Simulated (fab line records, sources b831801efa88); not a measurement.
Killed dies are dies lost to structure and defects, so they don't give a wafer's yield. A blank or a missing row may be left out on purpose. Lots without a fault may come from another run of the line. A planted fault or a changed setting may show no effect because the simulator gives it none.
fab line records | flow sky130
record lots=6 wafers=18 last_day=49
route steps=708 shown SONOS_ONO@180 GATE_OXIDE@187 PAD_OPEN@708
lots that met no fault: from a run of the same line without faults
start_h: hours from the record's first day to the start of the lot's first wafer shown | wait_h: hours since the lot's step before | " the same as in the row above | L1.1+2: a row that stands for several wafers | - no value, or no start given | * or withheld: withheld | < > ~ a bound
route shown NAME@n: a module of which the file shows steps, and the number in the route of the first | usual: mean/standard deviation of fault-free wafers | same: alike in all rows | chamber/n: place in a boat | sites: the reading at each site | _std_site: their standard deviation | _edge_site: outer sites' mean less inner sites' | radius_mm: how far each site lies from the wafer's centre | mask NAME#n: copy n | behind: the tool/chamber that last shaped the wafer | hold: why the lot was held/for how many hours/how that ended | device: the transistor (n, p or np) that didn't switch | end of line: the same wafers' tests at the end of the route | a step without rows: its recipe alone | killed: dies lost to structure and defects at the first sort, not the wafer's yield | map: a wafer's dies, x killed, . not, _ none there
set.NAME: the setting as run; set.NAME@STEP: as run at that earlier step | model.NAME: the simulator's own value behind a step, which no gauge read
lots at some steps of the route; a table a step, a row a wafer
services: from which hour (start_h, from the record's first day; less than 0 if before it) a tool's chamber was out of use, for how many hours, and why
## steps
# step SKY_SONOS_ONO_DEVELOP_12
# recipe develop_time_s=60 dev_temp_c=23
# step SKY_SONOS_ONO_CD_MEAS_13
# recipe target_cd_nm=410
# usual cd_nm=410.9/2.1
# columns lot.wafer tool chamber start_h wait_h cd_nm
L949.2 cd_sem-02 - 332.08 0.1 407.7
L949.3 " - " " 407.5
L949.6 " - " " 407.8
L950.1 cd_sem-01 - 340.25 0.1 409.2
L950.2 " - " " 410.5
L950.4 " - " " 409.5
L951.2 cd_sem-01 - 345.48 0.1 406.7
L951.4 " - " " 406.4
L951.6 " - " " 406.9
L956.3 cd_sem-01 - 391.83 0.1 413.8
L956.5 " - " " 415.3
L956.6 " - " " 413.1
L958.1 cd_sem-02 - 404.84 0.1 413.0
L958.2 " - " " 411.9
L958.6 " - " " 412.2
L962.1 cd_sem-02 - 442.01 0.1 413.1
L962.4 " - " " 409.9
L962.6 " - " " 412.2
# step SKY_SONOS_ONO_OVL_MEAS_14
# usual SONOS_ONO_OVL=0.4/1.2
# columns lot.wafer tool chamber start_h wait_h SONOS_ONO_OVL[nm]
L949.2 overlay-02 - 332.19 0.1 -0.2
L949.3 " - " " 1.8
L949.6 " - " " -0.1
L950.1 overlay-01 - 340.37 0.1 -0.6
L950.2 " - " " 0.3
L950.4 " - " " 0.6
L951.2 overlay-02 - 345.59 0.1 1.0
L951.4 " - " " 1.0
L951.6 " - " " -0.4
L956.3 overlay-02 - 391.92 0.1 0.5
L956.5 " - " " 0.8
L956.6 " - " " 0.6
L958.1 overlay-01 - 404.96 0.1 1.4
L958.2 " - " " 1.4
L958.6 " - " " -1.0
L962.1 overlay-02 - 442.13 0.1 -0.7
L962.4 " - " " 0.7
L962.6 " - " " -0.5
# step SKY_SONOS_ONO_ETCH_15
# recipe target_depth_nm=19.52 chemistry=CHF3/O2 source_w=600 bias_w=200 pressure_mtorr=40 chf3_flow_sccm=50 O2_flow_sccm=5 time_s=7.8
# usual drypump_motor_current_A=5.88/0.28 oes_product_au=1.003/0.0087 throttle_valve_pct=8.825/0.0096
# columns lot.wafer tool chamber start_h wait_h drypump_motor_current_A oes_product_au rf_hours_counter_h throttle_valve_pct
L949.2 rie_diel-03 0 332.22 0.0 5.97 1.012 120 8.813
L949.3 " 3 " " 5.75 1.022 87 8.827
L949.6 " 0 " " 5.98 1.005 - 8.827
L950.1 rie_diel-01 0 340.40 0.0 5.61 0.997 0 8.822
L950.2 " 2 " " 5.90 1.005 92 8.832
L950.4 " 1 " " 6.24 1.008 1 8.825
L951.2 rie_diel-04 3 345.62 0.0 5.61 1.015 116 8.836
L951.4 " 0 " " 6.12 0.999 29 8.814
L951.6 " 1 " " 6.16 0.999 - 8.840
L956.3 rie_diel-04 2 391.94 0.0 5.36 1.012 10 8.816
L956.5 " 2 " " 5.38 1.022 - 8.833
L956.6 " 1 " " 6.19 0.988 - 8.822
L958.1 rie_diel-01 1 404.99 0.0 6.18 1.016 2 8.820
L958.2 " 0 " " 5.59 1.021 1 8.852
L958.6 " 2 " " 5.91 1.010 - 8.832
L962.1 rie_diel-01 0 442.17 0.0 5.61 1.003 2 8.828
L962.4 " 3 " " 6.00 1.013 8 8.822
L962.6 " 2 " " 5.89 0.995 - 8.833
# step SKY_SONOS_ONO_WET_ETCH_16
# recipe chemistry=dHF target_depth_nm=14 dry=n2_spin target=SiO2 dilution=100:1 temp_c=25 time_s=280
# step SKY_SONOS_ONO_STRIP_17
# recipe chemistry=O2/N2 power_w=1400 pressure_mtorr=1500 platen_temp_c=withheld o2_flow_sccm=3000 n2_flow_sccm=300 overash_fraction=0.5
# usual drypump_motor_current_A=5.6/0.46 oes_product_au=0.710/0.0047 strip_time_to_endpoint_s=14.13/0.038
# columns lot.wafer tool chamber start_h wait_h drypump_motor_current_A oes_product_au rf_hours_counter_h strip_time_to_endpoint_s
L949.2 plasma_asher-04 1 332.32 0.0 5.7 0.714 64 14.12
L949.3 " 0 " " 5.1 0.704 - 14.14
L949.6 " 1 " " 5.7 0.712 - 14.11
L950.1 plasma_asher-01 1 340.52 0.0 5.5 0.707 23 14.10
L950.2 " 0 " " 5.8 0.711 23 14.09
L950.4 " 0 " " 5.8 0.707 - 14.10
L951.2 plasma_asher-03 1 345.73 0.0 5.0 0.713 63 14.09
L951.4 " 0 " " 6.5 0.703 - 14.09
L951.6 " 0 " " 6.5 0.716 - 14.09
L956.3 plasma_asher-04 0 392.08 0.0 5.1 0.716 - 14.17
L956.5 " 1 " " 5.7 0.705 - 14.17
L956.6 " 0 " " 5.1 0.704 - 14.17
L958.1 plasma_asher-04 1 405.10 0.0 5.7 0.715 72 14.14
L958.2 " 0 " " 5.1 0.715 72 14.22
L958.6 " 0 " " 5.1 0.714 - 14.20
L962.1 plasma_asher-04 0 442.28 0.0 5.1 0.708 76 14.15
L962.4 " 1 " " 5.7 0.703 - 14.11
L962.6 " 1 " " 5.7 0.714 - 14.12
# step SKY_SONOS_ONO_WET_ETCH_18
# recipe chemistry=H3PO4 target_depth_nm=15 target=Si3N4 temp_c=160 time_s=172
# step SKY_GATE_OXIDE_CLEAN_00
# recipe chemistry=SC1/SC2 mix=1:4:20 temp_c=70 time_s=150 dry=n2_spin
# step SKY_GATE_OXIDE_OXIDATION_01
# recipe temp_c=900 ambient=O2 stabilise_s=600 purge_s=300 target_thk_a=102.68 ox_time_s=1473
# step SKY_GATE_OXIDE_THK_MEAS_02
# recipe reads=SiO2_of_GATE_OXIDE_OXIDATION_01
# usual GATE_OXIDE_OXIDATION_00_THK=10.17/0.17
# columns lot.wafer tool chamber start_h wait_h GATE_OXIDE_OXIDATION_00_THK[nm]
L949.2 film_metro-02 - 336.37 0.0 10.00
L949.3 " - " " 10.03
L949.6 " - " " 10.09
L950.1 film_metro-03 - 344.50 0.0 9.99
L950.2 " - " " 9.94
L950.4 " - " " 9.87
L951.2 film_metro-02 - 350.83 0.0 9.95
L951.4 " - " " 10.04
L951.6 " - " " 10.14
L956.3 film_metro-02 - 395.92 0.0 10.16
L956.5 " - " " 10.20
L956.6 " - " " 10.01
L958.1 film_metro-03 - 408.13 0.0 9.97
L958.2 " - " " 10.05
L958.6 " - " " 10.14
L962.1 film_metro-03 - 444.53 0.0 10.33
L962.4 " - " " 10.20
L962.6 " - " " 10.17
# step SKY_GATE_OXIDE_DEHYDRATE_03
# recipe temp_c=200 time_s=60
# step SKY_GATE_OXIDE_HMDS_04
# recipe prime_time_s=60 prime_temp_c=120
# step SKY_GATE_OXIDE_COAT_05
# recipe resist=NOVOLAK spin_rpm=3000 resist_thk_nm=1140
# usual chill_plate_temp_C=23.01/0.1 dispense_pressure_kPa=54/3.4
# columns lot.wafer tool chamber start_h wait_h chill_plate_temp_C dispense_pressure_kPa
L949.2 litho_track-01 - 348.02 0.1 - -
L949.3 " - " " - -
L949.6 " - " " - -
L950.1 litho_track-03 - 357.73 0.1 - -
L950.2 " - " " - -
L950.4 " - " " - -
L951.2 litho_track-03 0 364.71 0.1 22.99 51
L951.4 " 0 " " 22.98 51
L951.6 " 0 " " 23.13 51
L956.3 litho_track-01 0 409.05 0.1 23.03 53
L956.5 " 0 " " 23.04 53
L956.6 " 0 " " 22.90 53
L958.1 litho_track-03 0 423.28 0.1 23.12 50
L958.2 " 0 " " 23.05 50
L958.6 " 0 " " 23.10 50
L962.1 litho_track-02 0 460.04 0.1 23.04 58
L962.4 " 0 " " 23.03 58
L962.6 " 0 " " 23.17 58
# step SKY_GATE_OXIDE_SOFTBAKE_06
# recipe temp_c=90 time_s=60 resist=NOVOLAK
# step SKY_GATE_OXIDE_EXPOSE_07
# recipe mask_id=LVOM na=0.6 source_shape=conventional sigma_outer=0.6 polarization=unpolarized target_cd_nm=600 dose_mj=170
# step SKY_GATE_OXIDE_PEB_08
# recipe temp_c=withheld time_s=* resist=NOVOLAK
# step SKY_GATE_OXIDE_DEVELOP_09
# recipe resist=NOVOLAK developer=TMAH develop_time_s=60 dev_temp_c=23
# step SKY_GATE_OXIDE_OVL_MEAS_10
# usual GATE_OXIDE_OVL=1.0/1.3
# columns lot.wafer tool chamber start_h wait_h GATE_OXIDE_OVL[nm]
L949.2 overlay-02 - 362.69 0.1 -
L949.3 " - " " -
L949.6 " - " " -
L950.1 overlay-02 - 371.09 0.1 -
L950.2 " - " " -
L950.4 " - " " -
L951.2 overlay-01 - 378.64 0.1 2.6
L951.4 " - " " 2.2
L951.6 " - " " 1.3
L956.3 overlay-02 - 425.15 0.1 0.1
L956.5 " - " " 0.3
L956.6 " - " " 0.5
L958.1 overlay-01 - 438.10 0.1 1.6
L958.2 " - " " 0.4
L958.6 " - " " 2.1
L962.1 overlay-01 - 475.05 0.1 -2.0
L962.4 " - " " 0.8
L962.6 " - " " 0.3
# step SKY_GATE_OXIDE_IMPLANT_11
# recipe species=B energy_kev=10 dose_cm2=2.6e+12 tilt_deg=withheld
# step SKY_PAD_OPEN_PROBE_99
# usual killed_at_M0_to_M3=44/6.9 killed_at_M4_up=3.3/1.8 killed_at_contacts=24/5 killed_at_front_end=16/4.6 killed_at_other=0.2/0.42 killed_dies=88/9.2 killed_on_rim=17/3.5 killed_open=48/7.3 killed_short=40/6.5
# same gross_dies=492 killed_at_back_side=0
# columns lot.wafer tool chamber start_h wait_h killed_at_M0_to_M3 killed_at_M4_up killed_at_contacts killed_at_front_end killed_at_other killed_dies killed_on_rim killed_open killed_short
L949.2 prober-01 - 1120.66 0.1 35 3 25 429 0 492 96 37 33
L949.3 prober-01 - 1120.71 0.2 45 2 16 428 1 492 96 37 41
L949.6 prober-01 - 1120.86 0.2 39 2 17 434 0 492 96 46 30
L950.1 prober-02 - 1125.65 0.1 30 1 20 440 1 492 96 32 38
L950.2 prober-02 - 1125.70 0.1 36 4 19 433 0 492 96 41 33
L950.4 prober-02 - 1125.80 0.2 35 4 20 433 0 492 96 40 29
L956.3 prober-02 - 1157.37 0.2 50 4 26 9 0 89 19 54 35
L956.5 prober-02 - 1157.47 0.2 43 4 23 14 0 84 18 45 39
L956.6 prober-02 - 1157.52 0.2 44 3 32 21 0 100 21 56 44
# killed by level:class
L949.2 GATE_OXIDE:area_expose=422 VIA2:geometric_particle:open=11 CONTACT:geometric_particle:open=8 VIA1:geometric_particle:open=6 CONTACT:geometric_particle:short=5 FIELD_ISO:geometric_particle:short=4 LI_CONTACT:geometric_particle:open=4 LI_CONTACT:geometric_particle:short=4
L949.3 GATE_OXIDE:area_expose=414 VIA1:geometric_particle:open=8 METAL2:geometric_particle:short=7 CONTACT:geometric_particle:open=6 VIA2:geometric_particle:open=6 CONTACT:geometric_particle:short=5 VIA3:geometric_particle:open=5 VIA2:geometric_particle:short=4
L949.6 GATE_OXIDE:area_expose=416 VIA3:geometric_particle:open=9 VIA1:geometric_particle:open=8 LI_CONTACT:geometric_particle:open=5 METAL2:geometric_particle:short=5 FIELD_ISO:geometric_particle:short=4 FIELD_ISO:geometric_particle:open=4 POLY_GATE:geometric_particle:open=4
L950.1 GATE_OXIDE:area_expose=422 POLY_GATE:geometric_particle:short=10 LI_CONTACT:geometric_particle:open=10 VIA3:geometric_particle:open=7 VIA1:geometric_particle:short=6 CONTACT:geometric_particle:open=5 METAL3:geometric_particle:short=5 CONTACT:geometric_particle:short=3
L950.2 GATE_OXIDE:area_expose=418 CONTACT:geometric_particle:open=11 VIA1:geometric_particle:open=10 VIA1:geometric_particle:short=7 METAL2:geometric_particle:short=5 FIELD_ISO:geometric_particle:open=4 VIA2:geometric_particle:short=4 VIA3:geometric_particle:open=4
L950.4 GATE_OXIDE:area_expose=422 LI_CONTACT:geometric_particle:open=10 VIA3:geometric_particle:open=10 VIA1:geometric_particle:open=7 CONTACT:geometric_particle:open=4 POLY_CUT:geometric_particle:short=3 LI_CONTACT:geometric_particle:short=3 VIA2:geometric_particle:open=3
L956.3 CONTACT:geometric_particle:open=12 VIA1:geometric_particle:open=11 VIA3:geometric_particle:open=9 VIA2:geometric_particle:open=6 CONTACT:geometric_particle:short=6 METAL3:geometric_particle:short=5 FIELD_ISO:geometric_particle:short=4 METAL1:geometric_particle:short=4
L956.5 VIA3:geometric_particle:open=9 LI_CONTACT:geometric_particle:open=8 CONTACT:geometric_particle:open=7 CONTACT:geometric_particle:short=6 METAL3:geometric_particle:short=6 VIA1:geometric_particle:open=6 POLY_GATE:geometric_particle:short=5 VIA1:geometric_particle:short=5
L956.6 CONTACT:geometric_particle:open=12 LI_CONTACT:geometric_particle:open=11 VIA1:geometric_particle:open=10 METAL2:geometric_particle:short=8 VIA2:geometric_particle:open=7 FIELD_ISO:geometric_particle:short=6 POLY_GATE:geometric_particle:short=6 VIA3:geometric_particle:open=6
# map L949.2 (x killed, . not)
__________xxxxxxxxxx_________
________xxxxxxxxxxxxxx_______
______xxxxxxxxxxxxxxxxxx_____
_____xxxxxxxxxxxxxxxxxxxx____
____xxxxxxxxxxxxxxxxxxxxxx___
___xxxxxxxxxxxxxxxxxxxxxxxx__
__xxxxxxxxxxxxxxxxxxxxxxxxxx_
_xxxxxxxxxxxxxxxxxxxxxxxxxxxx
_xxxxxxxxxxxxxxxxxxxxxxxxxxxx
_xxxxxxxxxxxxxxxxxxxxxxxxxxxx
_xxxxxxxxxxxxxxxxxxxxxxxxxxxx
_xxxxxxxxxxxxxxxxxxxxxxxxxxxx
_xxxxxxxxxxxxxxxxxxxxxxxxxxxx
_xxxxxxxxxxxxxxxxxxxxxxxxxxxx
_xxxxxxxxxxxxxxxxxxxxxxxxxxxx
__xxxxxxxxxxxxxxxxxxxxxxxxxx_
___xxxxxxxxxxxxxxxxxxxxxxxx__
____xxxxxxxxxxxxxxxxxxxxxx___
_____xxxxxxxxxxxxxxxxxxxx____
______xxxxxxxxxxxxxxxxxx_____
________xxxxxxxxxxxxxx_______
__________xxxxxxxxxx_________
# map L950.1 (x killed, . not)
__________xxxxxxxxxx_________
________xxxxxxxxxxxxxx_______
______xxxxxxxxxxxxxxxxxx_____
_____xxxxxxxxxxxxxxxxxxxx____
____xxxxxxxxxxxxxxxxxxxxxx___
___xxxxxxxxxxxxxxxxxxxxxxxx__
__xxxxxxxxxxxxxxxxxxxxxxxxxx_
_xxxxxxxxxxxxxxxxxxxxxxxxxxxx
_xxxxxxxxxxxxxxxxxxxxxxxxxxxx
_xxxxxxxxxxxxxxxxxxxxxxxxxxxx
_xxxxxxxxxxxxxxxxxxxxxxxxxxxx
_xxxxxxxxxxxxxxxxxxxxxxxxxxxx
_xxxxxxxxxxxxxxxxxxxxxxxxxxxx
_xxxxxxxxxxxxxxxxxxxxxxxxxxxx
_xxxxxxxxxxxxxxxxxxxxxxxxxxxx
__xxxxxxxxxxxxxxxxxxxxxxxxxx_
___xxxxxxxxxxxxxxxxxxxxxxxx__
____xxxxxxxxxxxxxxxxxxxxxx___
_____xxxxxxxxxxxxxxxxxxxx____
______xxxxxxxxxxxxxxxxxx_____
________xxxxxxxxxxxxxx_______
__________xxxxxxxxxx_________
## services
# columns tool chamber start_h hours kind
rie_diel-01 0 313.14 - clean
rie_diel-01 0 313.14 17.9 scheduled_down
rie_diel-01 0 313.14 17.9 vent_cycle
rie_diel-01 3 314.18 9.5 repair
rie_diel-04 0 323.28 14.6 repair
rie_diel-03 0 356.51 - clean
rie_diel-03 0 356.51 27.5 scheduled_down
rie_diel-03 0 356.51 27.5 vent_cycle
rie_diel-04 3 361.26 12.3 repair
plasma_asher-01 - 363.88 1.3 repair
rie_diel-04 3 376.76 1.8 repair
rie_diel-04 3 378.59 - clean
rie_diel-04 3 378.59 24.6 scheduled_down
rie_diel-04 3 378.59 24.6 vent_cycle
plasma_asher-03 - 398.08 4.0 repair
plasma_asher-03 - 421.25 9.0 pm
plasma_asher-03 0 421.25 9.0 vent_cycle
plasma_asher-03 1 421.25 9.0 vent_cycle
plasma_asher-03 0 430.25 - clean
plasma_asher-03 1 430.25 - clean
rie_diel-03 3 434.11 5.3 repair
rie_diel-03 1 459.10 8.0 repair
## key
first_sign step=SKY_GATE_OXIDE_COAT_05 reading=tool_record direction=missing
effect step=SKY_GATE_OXIDE_OVL_MEAS_10 reading=GATE_OXIDE_OVL direction=missing
effect step=SKY_PAD_OPEN_PROBE_99 reading=killed_at_front_end direction=up sigmas=91 usual=16 struck=433
more_kills_born_at SKY_GATE_OXIDE_EXPOSE_07@iline_stepper-01=1262 SKY_GATE_OXIDE_EXPOSE_07@iline_stepper-02=1252
met_at SKY_GATE_OXIDE_COAT_05
struck_wafers L949.2,L949.3,L949.6,L950.1,L950.2,L950.4
later_rows_left_out L949.2,L949.3,L949.6,L950.1,L950.2,L950.4
tester_left_out L949,L950
fault kind=skipped_step_whole tool=litho_track-01,litho_track-03 chamber=- onset_h=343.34 steps=SKY_GATE_OXIDE_COAT_05 scope=struck_lots_only
# tester_left_out: of these lots the tester's yield and bins aren't shown, on N5 and GAA mostly nor the transistor test; their killed dies are dies lost to structure and defects alone, not to doping, threshold or leakage, so they don't give the yield
# later_rows_left_out: the simulator's readings of these wafers behind a module that went badly wrong aren't trusted and aren't shown, but for the sort
